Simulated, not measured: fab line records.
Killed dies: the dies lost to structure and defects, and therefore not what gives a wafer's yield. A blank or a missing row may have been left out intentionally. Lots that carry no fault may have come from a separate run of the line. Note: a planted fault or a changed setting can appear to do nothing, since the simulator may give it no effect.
Which tool did it? | flow sfqLine | 7 lots (21 wafers sampled), 1 step of a 325-step route

== WHAT EACH GAUGE READ, for each wafer ==
SFQ_I5_OVL_MEAS_936.
lot  | measured     | on         | I5_OVL (nm)
L100 | day 66 07:56 | overlay-01 | 1 -3 -5
L103 | day 67 07:31 | overlay-01 | -5 -8 1
L105 | day 67 22:06 | overlay-01 | -7 2 -11
L108 | day 72 22:00 | overlay-02 | -4 -6 -5
L114 | day 73 16:08 | overlay-02 | 7 1 1
L117 | day 73 22:07 | overlay-02 | -2 1 -1
L119 | day 74 02:55 | overlay-02 | -1 -2 0

== EACH LOT AND THE TOOL THAT RAN IT (in order: tool; ch and the chambers of the sampled wafers; start) ==
Record: no process step prior to these readings.

== THE ANSWER, worked out from the rows above alone ==
Rule: the lots themselves supply what counts as usual. Put in order of their means at a reading, lots are off if they are a third of the lots or fewer, leave a main group of 4 or more, and stand apart from it by a gap of 3 or more times the standard deviation of the main group's means; of several such gaps the widest counts. A main group whose means are all the same, to the digits that the tables above print for the reading, isn't used. Also off: a lot with no number at a reading for which 4 or more lots have one. Any other lot the step has rows for is counted as sound.
Across all readings shown, no lot is off: no conclusion can be drawn from this.

== WHAT THE SIMULATOR PUT IN ==
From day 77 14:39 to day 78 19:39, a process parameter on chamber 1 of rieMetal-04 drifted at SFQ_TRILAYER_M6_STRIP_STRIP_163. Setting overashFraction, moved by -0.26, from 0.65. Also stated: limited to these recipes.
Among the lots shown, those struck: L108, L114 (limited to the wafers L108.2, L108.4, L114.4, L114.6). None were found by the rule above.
